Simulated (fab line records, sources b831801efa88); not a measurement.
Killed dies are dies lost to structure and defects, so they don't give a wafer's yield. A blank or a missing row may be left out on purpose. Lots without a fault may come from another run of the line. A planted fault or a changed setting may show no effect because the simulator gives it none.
One fault seen from 2 desks | flow sky130 | each desk has only its own numbers; what lay behind them comes last

THE METROLOGY DESK
What the gauges read, lot by lot, whatever tool the lot ran on: means of the sampled wafers that have a number. A lot is out of limits, marked OUT, if its mean lies more than 4 standard deviations from the usual mean; the brackets give that distance.
Columns: A = RES_XHIGH_TW at SKY_RES_XHIGH_TW_MEAS_09, usual 1643; B = cd_nm at SKY_SD_N_CD_MEAS_07, usual 380.0 nm; C = SD_N_OVL at SKY_SD_N_OVL_MEAS_08, usual 0.8 nm; D = SD_N_TW at SKY_SD_N_TW_MEAS_12, usual 3992
lot  | first seen here | A    | B     | C    | D
L961 | day 27 02:20    | 1640 | 380.2 | 2.5  | 3988
L966 | day 30 08:28    | 1639 | 380.4 | 0.8  | 4007
L979 | day 33 06:47    | 1651 | 378.7 | 1.7  | 3967
L980 | day 33 14:44    | 1633 | 381.1 | -0.1 | 4002
L982 | day 34 02:41    | 1645 | 381.6 | 0.8  | 3997
This desk's finding: nothing out of limits on any of the 5 lots.

THE TOOL OWNER'S DESK: plasma_asher-03
The tool's own readings at SKY_SD_N_STRIP_11 (strips in O2/N2): means of the sampled wafers that have a number, for each lot that ran on this tool. A lot is out of limits, marked OUT, if its mean lies more than 4 standard deviations from the usual mean; the brackets give that distance.
Columns: A = chamber_pressure_mTorr at SKY_SD_N_STRIP_11, usual 1499.8 mTorr; B = drypump_motor_current_A at SKY_SD_N_STRIP_11, usual 5.7 A; C = n2_flow_sccm at SKY_SD_N_STRIP_11, usual 299.9 sccm; D = oes_product_au at SKY_SD_N_STRIP_11, usual 0.528 a.u.; E = strip_time_to_endpoint_s at SKY_SD_N_STRIP_11, usual 22.56 s
lot  | first seen here | A                 | B   | C     | D               | E
L966 | day 31 11:43    | 1505.6 (+4.9) OUT | 5.3 | 299.9 | 0.307 (-45) OUT | -
L979 | day 34 09:47    | 1499.6            | 5.3 | 300.0 | 0.530           | 22.51
This desk's finding: out of limits on L966; first on L966, day 31 11:43 (chamber_pressure_mTorr at SKY_SD_N_STRIP_11). In limits: L979.

PUT TOGETHER
The tool owner's desk could have raised an alarm at day 31 11:43, on L966.
The metrology desk saw nothing out of limits.
The metrology desk has L966 on record, within its limits.
Of the lots named, all ran SKY_SD_N_STRIP_11 on plasma_asher-03.

WHAT THE SIMULATOR HAD PUT IN
Strip aborted: plasma_asher-03, from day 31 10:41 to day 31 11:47, at SKY_SD_N_STRIP_11. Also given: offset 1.
Lots struck among those shown: L966.
Hours from the fault's start to each desk's first reading out of limits: the tool owner's desk, 1.
